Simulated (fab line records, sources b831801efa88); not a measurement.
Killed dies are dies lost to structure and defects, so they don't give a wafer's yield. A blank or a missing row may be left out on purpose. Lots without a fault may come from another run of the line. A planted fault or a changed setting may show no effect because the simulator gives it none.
Which tool did it? | flow sky130 | 13 lots, 39 wafers sampled, at 2 steps of a route of 708

WHAT THE GAUGES READ, wafer by wafer
SKY_CAP2M_THK_MEAS_04: measures by xrf. Usual: CAP2M_TIN_THK 199.6 nm, standard deviation 2.3.
lot  | measured     | on            | CAP2M_TIN_THK (nm) | flag
L578 | day 39 22:01 | film_metro-01 | 198.1 197.6 197.2  |
L579 | day 40 00:01 | film_metro-01 | 201.4 203.9 201.0  |
L580 | day 40 09:16 | film_metro-01 | 195.7 198.0 198.2  |
L582 | day 41 04:17 | film_metro-03 | 202.1 198.3 200.9  |
L583 | day 41 07:34 | film_metro-03 | 199.8 200.6 201.2  |
L584 | day 41 23:01 | film_metro-04 | 200.1 202.4 201.2  |
L585 | day 42 08:24 | film_metro-03 | 200.7 198.3 200.0  |
L590 | day 43 17:43 | film_metro-03 | 204.5 204.9 204.4  |
L594 | day 45 00:21 | film_metro-04 | 200.7 200.8 197.4  |
L596 | day 45 06:25 | film_metro-04 | 200.3 200.8 200.5  |
L599 | day 45 14:16 | film_metro-03 | 199.4 205.0 201.9  |
L600 | day 46 04:12 | film_metro-04 | 199.1 203.1 199.2  |
L601 | day 46 07:10 | film_metro-03 | 198.1 199.1 199.9  |

WHICH TOOL RAN EACH LOT (tool, then ch and the chambers of the sampled wafers, then the start)
lot  | SKY_METAL4_SPUTTER_02
L578 | pvd_sputter-04, day 39 21:35
L579 | pvd_sputter-02, day 39 23:36
L580 | pvd_sputter-02, day 40 08:51
L582 | pvd_sputter-04, day 41 03:51
L583 | pvd_sputter-03, day 41 07:09
L584 | pvd_sputter-04, day 41 22:36
L585 | pvd_sputter-04, day 42 07:59
L590 | pvd_sputter-02, day 43 17:18
L594 | pvd_sputter-02, day 44 23:55
L596 | pvd_sputter-04, day 45 06:00
L599 | pvd_sputter-03, day 45 13:50
L600 | pvd_sputter-03, day 46 03:47
L601 | pvd_sputter-03, day 46 06:44
- SKY_METAL4_SPUTTER_02: material AlCu, target thk 735 nm, time 39.1 s.

WHAT THE TOOLS THEMSELVES READ (means of the sampled wafers that have a number; where no wafer has one, the mark that the record gives instead)
SKY_METAL4_SPUTTER_02. Usual: throttle_valve_pct 30.8 %, standard deviation 1.1.
lot  | tool           | throttle_valve_pct (%) | flag
L578 | pvd_sputter-04 | 31.2                   |
L579 | pvd_sputter-02 | 29.7                   |
L580 | pvd_sputter-02 | 30.1                   |
L582 | pvd_sputter-04 | 30.9                   |
L583 | pvd_sputter-03 | 31.9                   |
L584 | pvd_sputter-04 | 30.3                   |
L585 | pvd_sputter-04 | 31.0                   |
L590 | pvd_sputter-02 | 30.5                   |
L594 | pvd_sputter-02 | 29.3                   |
L596 | pvd_sputter-04 | 31.8                   |
L599 | pvd_sputter-03 | 31.3                   |
L600 | pvd_sputter-03 | 30.7                   |
L601 | pvd_sputter-03 | 31.0                   |

THE ANSWER, worked out from the rows above alone
Rule: a lot is off if the mean of its wafers that have a number lies more than 3 standard deviations from the usual mean. A lot without any number at a reading at which 4 lots or more have one is off too. The other lots that the step has rows for count as sound. The gauges are gone through in route order, then the tools' own readings, and for those a lot's mean is taken as printed above. The first step at which some lot is off is used, and at that step the reading that is off furthest; a lot without a number counts as furthest.
No lot is off at any reading shown: from this, nothing can be told.

WHAT THE SIMULATOR HAD PUT IN
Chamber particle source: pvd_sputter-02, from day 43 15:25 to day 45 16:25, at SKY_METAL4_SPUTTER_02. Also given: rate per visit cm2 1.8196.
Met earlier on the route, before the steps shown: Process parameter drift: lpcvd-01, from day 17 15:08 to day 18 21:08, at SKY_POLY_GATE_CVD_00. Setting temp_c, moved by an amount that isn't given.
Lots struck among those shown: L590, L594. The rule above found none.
